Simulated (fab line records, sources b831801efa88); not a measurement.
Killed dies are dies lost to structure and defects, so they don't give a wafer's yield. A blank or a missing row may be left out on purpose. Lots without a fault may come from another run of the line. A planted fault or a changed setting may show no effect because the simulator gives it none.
fab line records | flow sky130
record lots=11 wafers=33 last_day=52
route steps=708 shown METAL3@566 METAL5@662 PAD_OPEN@701
lots that met no fault: from a run of the same line without faults
start_h: hours from the record's first day to the start of the lot's first wafer shown | wait_h: hours since the lot's step before | " the same as in the row above | L1.1+2: a row that stands for several wafers | - no value, or no start given | * or withheld: withheld | < > ~ a bound
route shown NAME@n: a module of which the file shows steps, and the number in the route of the first | usual: mean/standard deviation of fault-free wafers | same: alike in all rows | chamber/n: place in a boat | sites: the reading at each site | _std_site: their standard deviation | _edge_site: outer sites' mean less inner sites' | radius_mm: how far each site lies from the wafer's centre | mask NAME#n: copy n | behind: the tool/chamber that last shaped the wafer | hold: why the lot was held/for how many hours/how that ended | device: the transistor (n, p or np) that didn't switch | end of line: the same wafers' tests at the end of the route | a step without rows: its recipe alone | killed: dies lost to structure and defects at the first sort, not the wafer's yield | map: a wafer's dies, x killed, . not, _ none there
set.NAME: the setting as run; set.NAME@STEP: as run at that earlier step | model.NAME: the simulator's own value behind a step, which no gauge read
steps of the route over a sample of lots; a table a step, a row a wafer
services: from which hour (start_h, from the record's first day; less than 0 if before it) a tool's chamber was out of use, for how many hours, and why
## steps
# step SKY_METAL3_ETCH_16
# recipe chemistry=N2/H2 target=BARC ion_energy_ev=200 bias_w=100 pressure_mtorr=30 n2_flow_sccm=100 h2_flow_sccm=200 icp_w=500 stop_on=SiO2 time_s=88.2 target_depth_a=600
# usual chamber_pressure_mTorr=30.000/0.026 drypump_motor_current_A=5.8/0.34 h2_flow_sccm=199.9/0.64 oes_product_au=0.626/0.0047 throttle_valve_pct=13.205/0.0087
# columns lot.wafer tool chamber start_h wait_h chamber_pressure_mTorr drypump_motor_current_A h2_flow_sccm oes_product_au rf_hours_counter_h throttle_valve_pct
L852.1 rie_metal-01 0 936.73 0.0 29.992 5.2 200.8 0.622 10 13.203
L852.4 " 0 " " 29.952 5.2 200.0 0.632 - 13.200
L852.5 " 0 " " 29.965 5.2 199.6 0.627 - 13.202
L853.2 rie_metal-01 0 941.03 0.0 29.963 5.2 199.9 0.622 10 13.217
L853.3 " 1 " " 29.959 6.1 199.9 0.625 - 13.191
L853.4 " 0 " " 29.961 5.2 200.5 0.630 - 13.205
L854.4 rie_metal-01 1 961.96 0.0 29.987 6.1 199.8 0.630 - 13.198
L854.5 " 1 " " 30.011 6.1 200.0 0.625 - 13.222
L854.6 " 0 " " 30.001 5.2 200.0 0.625 - 13.216
L855.3 rie_metal-01 0 974.67 0.0 29.950 5.2 199.5 0.619 - 13.200
L855.4 " 1 " " 30.012 6.1 198.4 0.625 - 13.204
L855.6 " 0 " " 30.004 5.2 199.9 0.629 - 13.203
L856.4 rie_metal-04 1 981.21 0.0 29.995 5.8 200.9 0.628 - 13.207
L856.5 " 1 " " 30.023 5.7 199.9 0.633 - 13.204
L856.6 " 0 " " 30.018 6.2 201.9 0.625 - 13.208
L858.1 rie_metal-02 1 991.44 0.0 30.013 6.1 200.0 0.624 12 13.203
L858.2 " 0 " " 29.974 5.8 199.8 0.618 9 13.202
L858.5 " 1 " " 30.009 6.1 199.7 0.626 - 13.222
L859.1 rie_metal-04 1 999.28 0.0 29.989 5.8 199.0 0.635 18 13.219
L859.2 " 0 " " 30.021 6.2 200.6 0.623 11 13.203
L859.6 " 0 " " 29.992 6.2 199.9 0.622 - 13.205
L860.1 rie_metal-02 0 1002.24 0.0 30.009 5.8 199.9 0.620 9 13.199
L860.2 " 1 " " 30.006 6.1 198.8 0.623 12 13.214
L860.5 " 0 " " 29.970 5.8 200.1 0.628 - 13.215
L861.1 rie_metal-04 0 1014.08 0.0 30.038 6.2 200.4 0.618 12 13.202
L861.5 " 1 " " 30.038 5.8 199.7 0.629 - 13.193
L861.6 " 0 " " 29.985 6.2 199.3 0.633 - 13.215
L865.4 rie_metal-02 0 1040.51 0.0 30.003 5.9 198.9 0.629 - 13.203
L865.5 " 0 " " 29.988 5.8 199.3 0.633 - 13.208
L865.6 " 1 " " 29.998 6.1 200.0 0.624 - 13.191
L874.2 rie_metal-04 0 1095.39 0.0 29.963 6.2 200.5 0.618 18 13.215
L874.3 " 1 " " 29.999 5.7 199.8 0.617 - 13.211
L874.6 " 0 " " 29.974 6.2 199.9 0.615 - 13.207
# step SKY_METAL5_SPUTTER_01
# recipe material=TiN target_thk_nm=20 power_w=6500 time_s=16.7 chamber_pressure_pa=0.4
# usual throttle_valve_pct=30.2/1.1
# columns lot.wafer tool chamber start_h wait_h throttle_valve_pct
L852.1 pvd_sputter-03 - 1043.74 0.0 30.7
L852.4 " - " " 27.7
L852.5 " - " " 30.8
L853.2 pvd_sputter-04 - 1048.21 0.0 31.3
L853.3 " - " " 29.6
L853.4 " - " " 30.5
L854.4 pvd_sputter-02 - 1065.86 0.0 30.9
L854.5 " - " " 29.4
L854.6 " - " " 30.9
L855.3 pvd_sputter-03 - 1076.81 0.0 28.0
L855.4 " - " " 27.8
L855.6 " - " " 29.9
L856.4 pvd_sputter-03 - 1082.96 0.0 30.0
L856.5 " - " " 27.6
L856.6 " - " " 30.8
L858.1 pvd_sputter-04 - 1090.08 0.0 29.8
L858.2 " - " " 30.5
L858.5 " - " " 30.6
L859.1 pvd_sputter-03 - 1098.72 0.0 30.1
L859.2 " - " " 27.9
L859.6 " - " " 30.1
L860.1 pvd_sputter-04 - 1099.62 0.0 30.3
L860.2 " - " " 29.4
L860.5 " - " " 29.5
L861.1 pvd_sputter-04 - 1112.41 0.0 29.9
L861.5 " - " " 29.6
L861.6 " - " " 31.2
L865.4 pvd_sputter-03 - 1135.87 0.0 27.9
L865.5 " - " " 30.8
L865.6 " - " " 27.8
L874.2 pvd_sputter-02 - 1183.55 0.0 32.4
L874.3 " - " " 31.0
L874.6 " - " " 32.3
# step SKY_METAL5_SPUTTER_03
# recipe material=Ti target_thk_nm=5 power_w=3000 time_s=3.3 chamber_pressure_pa=0.4
# usual throttle_valve_pct=30.1/1.1
# columns lot.wafer tool chamber start_h wait_h throttle_valve_pct
L852.1 pvd_sputter-03 - 1043.83 0.0 30.4
L852.4 " - " " 28.1
L852.5 " - " " 30.7
L853.2 pvd_sputter-04 - 1048.29 0.0 31.5
L853.3 " - " " 29.5
L853.4 " - " " 30.4
L854.4 pvd_sputter-02 - 1065.94 0.0 30.5
L854.5 " - " " 29.5
L854.6 " - " " 31.2
L855.3 pvd_sputter-03 - 1076.89 0.0 27.9
L855.4 " - " " 27.3
L855.6 " - " " 30.2
L856.4 pvd_sputter-03 - 1083.03 0.0 30.2
L856.5 " - " " 27.8
L856.6 " - " " 30.8
L858.1 pvd_sputter-04 - 1090.16 0.0 29.9
L858.2 " - " " 30.5
L858.5 " - " " 30.0
L859.1 pvd_sputter-03 - 1098.80 0.0 29.9
L859.2 " - " " 27.8
L859.6 " - " " 29.8
L860.1 pvd_sputter-04 - 1099.69 0.0 30.4
L860.2 " - " " 29.6
L860.5 " - " " 29.7
L861.1 pvd_sputter-04 - 1112.49 0.0 29.6
L861.5 " - " " 29.4
L861.6 " - " " 31.3
L865.4 pvd_sputter-03 - 1135.95 0.0 28.0
L865.5 " - " " 30.9
L865.6 " - " " 27.8
L874.2 pvd_sputter-02 - 1183.62 0.0 32.4
L874.3 " - " " 30.8
L874.6 " - " " 32.2
# step SKY_PAD_OPEN_ETCH_07
# recipe chemistry=CF4/O2 target_depth_nm=725 stop_on=AlCu source_w=768.4 bias_w=150 pressure_mtorr=150 cf4_flow_sccm=80 O2_flow_sccm=10 time_s=161.1
# usual chamber_pressure_mTorr=149.99/0.12 drypump_motor_current_A=5.7/0.35 oes_product_au=0.969/0.0068 throttle_valve_pct=5.962/0.0093
# columns lot.wafer tool chamber start_h wait_h chamber_pressure_mTorr drypump_motor_current_A oes_product_au rf_hours_counter_h throttle_valve_pct
L852.1 rie_diel-03 2 1112.04 - 149.95 5.6 0.957 13 5.950
L852.4 " 3 " " 150.01 5.9 0.965 12 5.964
L852.5 " 2 " " 149.74 5.6 0.967 - 5.955
L853.2 rie_diel-02 0 1115.49 - 150.09 5.5 0.977 8 5.969
L853.3 " 1 " " 150.03 5.4 0.965 26 5.969
L853.4 " 2 " " 149.97 6.2 0.974 13 5.965
L854.4 rie_diel-03 3 1131.99 - 150.04 5.9 0.972 12 5.965
L854.5 " 3 " " 149.91 5.9 0.966 - 5.960
L854.6 " 0 " " 150.16 5.7 0.972 - 5.970
L855.3 rie_diel-01 1 1142.25 - 150.06 5.9 0.959 19 5.959
L855.4 " 2 " " 150.17 5.5 0.966 20 5.945
L855.6 " 2 " " 150.05 5.5 0.978 - 5.966
L856.4 rie_diel-01 0 1146.94 - 150.01 6.1 0.963 24 5.944
L856.5 " 1 " " 150.17 5.9 0.976 - 5.980
L856.6 " 0 " " 149.86 6.1 0.966 - 5.973
L858.1 rie_diel-01 2 1154.74 - 150.07 5.5 0.950 21 5.957
L858.2 " 3 " " 149.77 5.1 0.968 7 5.966
L858.5 " 3 " " 149.83 5.1 0.971 - 5.978
L859.1 rie_diel-01 3 1162.75 - 149.95 5.1 0.972 8 5.954
L859.2 " 0 " " 150.15 6.1 0.963 24 5.973
L859.6 " 0 " " 150.09 6.2 0.968 - 5.953
L860.1 rie_diel-02 3 1163.10 - 150.17 5.5 0.963 27 5.958
L860.2 " 1 " " 150.14 5.4 0.956 28 5.965
L860.5 " 1 " " 149.91 5.3 0.961 - 5.942
L861.1 rie_diel-02 2 1173.85 - 149.90 6.2 0.963 16 5.958
L861.5 " 2 " " 150.08 6.2 0.971 - 5.957
L861.6 " 1 " " 149.95 5.4 0.968 - 5.974
L865.4 rie_diel-01 1 1195.85 - 149.96 5.9 0.979 - 5.981
L865.5 " 3 " " 149.83 5.1 0.967 - 5.973
L865.6 " 0 " " 149.99 6.1 0.968 - 5.950
L874.2 rie_diel-01 1 1235.69 - 150.06 5.9 0.981 22 5.962
L874.3 " 0 " " 150.08 6.1 0.962 27 5.965
L874.6 " 2 " " 150.19 5.6 0.976 - 5.951
# step SKY_PAD_OPEN_PROBE_99
# usual defect_limited_yield=82.5/1.9 killed_at_M0_to_M3=44/7.1 killed_at_M4_up=3.3/1.9 killed_at_contacts=24/5.3 killed_at_front_end=15/4.5 killed_at_other=0.3/0.55 killed_dies=86/9.5 killed_on_rim=16/3.7 killed_open=46/7.3 killed_short=39/6.4 sort_bin_3_pad_short=0.9/0.43 sort_bin_5_function=10.3/1.4 sort_bin_6_memory=6.3/1 sort_n_pass=406/9.5 sort_yield_pct=82.5/1.9
# same gross_dies=492 killed_at_back_side=0 sort_bin_4_leakage[%]=0 sort_bin_8_speed[%]=0
# columns lot.wafer tool chamber start_h wait_h defect_limited_yield[%] killed_at_M0_to_M3 killed_at_M4_up killed_at_contacts killed_at_front_end killed_at_other killed_dies killed_on_rim killed_open killed_short sort_bin_3_pad_short[%] sort_bin_5_function[%] sort_bin_6_memory[%] sort_n_pass sort_yield_pct[%]
L852.1 prober-02 - 1114.41 0.1 82.9 53 3 19 9 0 84 18 47 37 1.0 9.8 6.3 408 82.9
L852.4 prober-02 - 1114.56 0.2 86.8 38 1 16 10 0 65 11 29 36 0.6 8.3 4.3 427 86.8
L852.5 prober-02 - 1114.61 0.2 86.8 36 1 20 8 0 65 11 20 44 1.0 7.9 4.3 427 86.8
L855.3 prober-01 - 1144.68 0.2 82.1 44 3 28 13 0 88 13 53 35 1.0 11.4 5.5 404 82.1
L855.4 prober-01 - 1144.73 0.2 80.1 59 4 24 10 1 98 14 53 45 1.2 12.4 6.3 394 80.1
L855.6 prober-01 - 1144.83 0.2 80.5 53 3 30 10 0 96 22 44 52 1.6 10.4 7.5 396 80.5
L856.4 prober-02 - 1149.43 0.2 82.7 45 4 23 13 0 85 11 46 39 0.8 10.2 6.3 407 82.7
L856.5 prober-02 - 1149.48 0.2 81.5 48 2 22 19 0 91 19 52 38 0.4 12.4 5.7 401 81.5
L856.6 prober-02 - 1149.53 0.2 82.7 48 3 27 7 0 85 15 45 40 1.2 10.6 5.5 407 82.7
L860.1 prober-02 - 1165.45 0.1 82.1 50 3 23 12 0 88 17 44 44 1.0 10.2 6.7 404 82.1
L860.2 prober-02 - 1165.50 0.1 82.5 37 6 31 11 1 86 17 47 39 0.8 10.4 6.3 406 82.5
L860.5 prober-02 - 1165.65 0.2 83.3 41 2 26 13 0 82 16 49 33 0.6 9.1 6.9 410 83.3
L861.1 prober-01 - 1176.21 0.1 83.3 44 2 25 11 0 82 14 43 39 1.0 9.6 6.1 410 83.3
L861.5 prober-01 - 1176.41 0.2 82.5 45 2 22 16 1 86 17 42 44 0.8 9.8 6.9 406 82.5
L861.6 prober-01 - 1176.46 0.2 80.7 49 4 22 20 0 95 23 52 43 1.6 10.4 7.3 397 80.7
L865.4 prober-01 - 1198.26 0.2 81.9 40 3 35 11 0 89 14 52 36 0.2 11.2 6.7 403 81.9
L865.5 prober-01 - 1198.31 0.2 80.7 53 3 25 14 0 95 11 50 45 1.0 11.4 6.9 397 80.7
L865.6 prober-01 - 1198.36 0.2 81.7 38 6 32 14 0 90 13 49 41 1.0 10.6 6.7 402 81.7
L874.2 prober-01 - 1238.07 0.1 78.7 65 2 22 15 1 105 26 54 34 1.6 12.0 7.7 387 78.7
L874.3 prober-01 - 1238.12 0.2 80.9 53 3 28 10 0 94 19 50 44 1.6 9.8 7.7 398 80.9
L874.6 prober-01 - 1238.27 0.2 78.5 52 1 29 24 0 106 29 57 34 2.2 12.8 6.5 386 78.5
# killed by level:class
L852.1 CONTACT:geometric_particle:open=10 VIA1:geometric_particle:open=9 VIA3:geometric_particle:open=8 METAL1:geometric_particle:short=8 VIA1:geometric_particle:short=6 METAL2:geometric_particle:short=6 FIELD_ISO:geometric_particle:open=5 LI_CONTACT:geometric_particle:open=5
L852.4 VIA1:geometric_particle:open=7 CONTACT:geometric_particle:short=7 VIA3:geometric_particle:open=7 CONTACT:geometric_particle:open=5 METAL1:geometric_particle:short=5 VIA1:geometric_particle:short=5 METAL2:geometric_particle:short=5 POLY_GATE:geometric_particle:short=4
L852.5 METAL2:geometric_particle:short=10 CONTACT:geometric_particle:short=6 LI_CONTACT:geometric_particle:open=5 VIA1:geometric_particle:short=5 CONTACT:geometric_particle:open=4 METAL1:geometric_particle:short=4 VIA2:geometric_particle:short=4 VIA3:geometric_particle:short=4
L855.3 VIA1:geometric_particle:open=13 CONTACT:geometric_particle:open=10 VIA3:geometric_particle:open=8 CONTACT:geometric_particle:short=6 POLY_GATE:geometric_particle:open=5 LOCAL_INTERCONNECT:geometric_particle:short=5 VIA2:geometric_particle:open=5 POLY_GATE:geometric_particle:short=4
L855.4 VIA1:geometric_particle:open=12 CONTACT:geometric_particle:open=12 METAL1:geometric_particle:short=10 VIA2:geometric_particle:open=10 METAL2:geometric_particle:short=8 VIA3:geometric_particle:open=7 LI_CONTACT:geometric_particle:open=4 POLY_GATE:geometric_particle:short=3
L855.6 VIA1:geometric_particle:open=13 METAL1:geometric_particle:short=10 VIA1:geometric_particle:short=9 LI_CONTACT:geometric_particle:open=8 LOCAL_INTERCONNECT:geometric_particle:short=8 CONTACT:geometric_particle:open=8 VIA3:geometric_particle:open=6 POLY_GATE:geometric_particle:short=5
L856.4 VIA1:geometric_particle:open=9 CONTACT:geometric_particle:open=8 VIA1:geometric_particle:short=7 FIELD_ISO:geometric_particle:open=6 METAL2:geometric_particle:short=5 VIA2:geometric_particle:open=5 VIA3:geometric_particle:open=5 METAL1:geometric_particle:short=4
L856.5 VIA1:geometric_particle:open=14 LI_CONTACT:geometric_particle:open=7 VIA2:geometric_particle:open=7 VIA3:geometric_particle:open=7 CONTACT:geometric_particle:open=6 POLY_GATE:geometric_particle:short=5 VIA1:geometric_particle:short=5 METAL2:geometric_particle:short=5
L856.6 CONTACT:geometric_particle:open=9 VIA3:geometric_particle:open=8 LI_CONTACT:geometric_particle:open=7 VIA1:geometric_particle:open=7 CONTACT:geometric_particle:short=6 METAL1:geometric_particle:short=6 VIA2:geometric_particle:open=5 METAL3:geometric_particle:short=5
L860.1 VIA1:geometric_particle:open=11 METAL1:geometric_particle:short=9 CONTACT:geometric_particle:open=9 METAL2:geometric_particle:short=8 VIA1:geometric_particle:short=6 POLY_GATE:geometric_particle:short=5 LI_CONTACT:geometric_particle:open=5 LOCAL_INTERCONNECT:geometric_particle:open=4
L860.2 LI_CONTACT:geometric_particle:open=10 VIA1:geometric_particle:open=10 CONTACT:geometric_particle:open=9 LOCAL_INTERCONNECT:geometric_particle:short=7 METAL1:geometric_particle:short=5 VIA3:geometric_particle:open=5 METAL4:geometric_particle:short=5 VIA1:geometric_particle:short=4
L860.5 LI_CONTACT:geometric_particle:open=9 VIA1:geometric_particle:open=9 CONTACT:geometric_particle:open=8 POLY_GATE:geometric_particle:short=6 VIA3:geometric_particle:open=6 VIA2:geometric_particle:open=5 LOCAL_INTERCONNECT:geometric_particle:short=4 METAL2:geometric_particle:short=4
L861.1 VIA1:geometric_particle:open=11 METAL1:geometric_particle:short=10 LI_CONTACT:geometric_particle:open=8 VIA3:geometric_particle:open=7 LOCAL_INTERCONNECT:geometric_particle:short=6 POLY_GATE:geometric_particle:open=4 CONTACT:geometric_particle:open=4 METAL2:geometric_particle:short=4
L861.5 VIA1:geometric_particle:open=8 CONTACT:geometric_particle:open=7 VIA3:geometric_particle:short=7 VIA3:geometric_particle:open=7 LI_CONTACT:geometric_particle:open=5 CONTACT:geometric_particle:short=5 VIA2:geometric_particle:open=5 VIA2:geometric_particle:short=5
L861.6 VIA1:geometric_particle:open=12 METAL2:geometric_particle:short=7 CONTACT:geometric_particle:open=7 VIA1:geometric_particle:short=7 FIELD_ISO:geometric_particle:open=6 POLY_GATE:geometric_particle:open=6 LI_CONTACT:geometric_particle:open=6 CONTACT:geometric_particle:short=5
L865.4 CONTACT:geometric_particle:open=16 LI_CONTACT:geometric_particle:open=10 VIA1:geometric_particle:short=9 VIA1:geometric_particle:open=8 VIA3:geometric_particle:open=8 FIELD_ISO:geometric_particle:short=4 LOCAL_INTERCONNECT:geometric_particle:short=4 CONTACT:geometric_particle:short=4
L865.5 VIA1:geometric_particle:open=15 METAL2:geometric_particle:short=9 CONTACT:geometric_particle:open=7 LI_CONTACT:geometric_particle:open=6 CONTACT:geometric_particle:short=6 VIA1:geometric_particle:short=6 VIA2:geometric_particle:open=6 METAL1:geometric_particle:short=5
L865.6 LI_CONTACT:geometric_particle:open=13 CONTACT:geometric_particle:open=10 VIA1:geometric_particle:open=10 METAL2:geometric_particle:short=7 VIA1:geometric_particle:short=5 METAL4:geometric_particle:short=5 VIA2:geometric_particle:open=5 FIELD_ISO:geometric_particle:short=4
L874.2 METAL3:unspecified=17 VIA2:geometric_particle:open=10 VIA1:geometric_particle:open=10 CONTACT:geometric_particle:open=7 LOCAL_INTERCONNECT:geometric_particle:short=6 VIA3:geometric_particle:open=6 LI_CONTACT:geometric_particle:open=5 METAL1:geometric_particle:short=4
L874.3 VIA1:geometric_particle:open=15 CONTACT:geometric_particle:open=11 LI_CONTACT:geometric_particle:open=6 CONTACT:geometric_particle:short=6 METAL1:geometric_particle:short=6 METAL3:geometric_particle:short=5 VIA1:geometric_particle:short=5 METAL2:geometric_particle:short=5
L874.6 METAL3:unspecified=15 CONTACT:geometric_particle:open=12 VIA2:geometric_particle:open=11 LI_CONTACT:geometric_particle:open=10 VIA1:geometric_particle:open=8 FIELD_ISO:geometric_particle:short=6 FIELD_ISO:geometric_particle:open=6 METAL2:geometric_particle:short=6
## services
# columns tool chamber start_h hours kind
rie_diel-01 0 919.83 5.7 repair
rie_metal-01 0 929.13 2.9 repair
rie_diel-02 3 943.43 16.5 repair
rie_diel-01 - 949.81 0.5 repair
rie_diel-01 1 951.69 5.0 repair
pvd_sputter-04 - 951.74 1.5 repair
rie_metal-04 - 984.08 0.1 repair
pvd_sputter-03 - 995.65 5.8 repair
pvd_sputter-03 - 1008.55 3.4 repair
rie_diel-01 0 1016.83 21.2 repair
pvd_sputter-04 - 1024.35 2.1 repair
rie_metal-01 1 1068.93 4.2 repair
rie_diel-01 1 1075.17 5.0 repair
rie_metal-01 - 1089.03 4.3 pm
pvd_sputter-03 - 1104.24 5.4 repair
rie_metal-01 - 1112.27 0.6 repair
rie_diel-01 - 1135.80 0.4 repair
rie_diel-01 - 1143.32 2.8 pm
pvd_sputter-04 - 1149.71 9.9 repair
rie_diel-01 2 1168.08 35.9 repair
pvd_sputter-03 - 1169.75 2.9 repair
pvd_sputter-04 - 1177.08 9.0 repair
pvd_sputter-03 - 1179.89 3.1 repair
rie_metal-01 - 1210.92 2.8 pm
## key
first_sign step=SKY_PAD_OPEN_PROBE_99 reading=killed_on_rim direction=up sigmas=3 usual=16 struck=28
effect none on later readings
met_at SKY_METAL3_ETCH_16
struck_lots L874
struck_wafers L874.2,L874.6
not_acting_at SKY_METAL5_SPUTTER_01,SKY_METAL5_SPUTTER_03,SKY_PAD_OPEN_ETCH_07
onset_between 1014.08 1095.39
fault kind=chamber_particle_source tool=rie_metal-04 chamber=0 onset_h=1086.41 steps=SKY_METAL3_ETCH_16 rate_per_visit_cm2=1.2053 end_h=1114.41
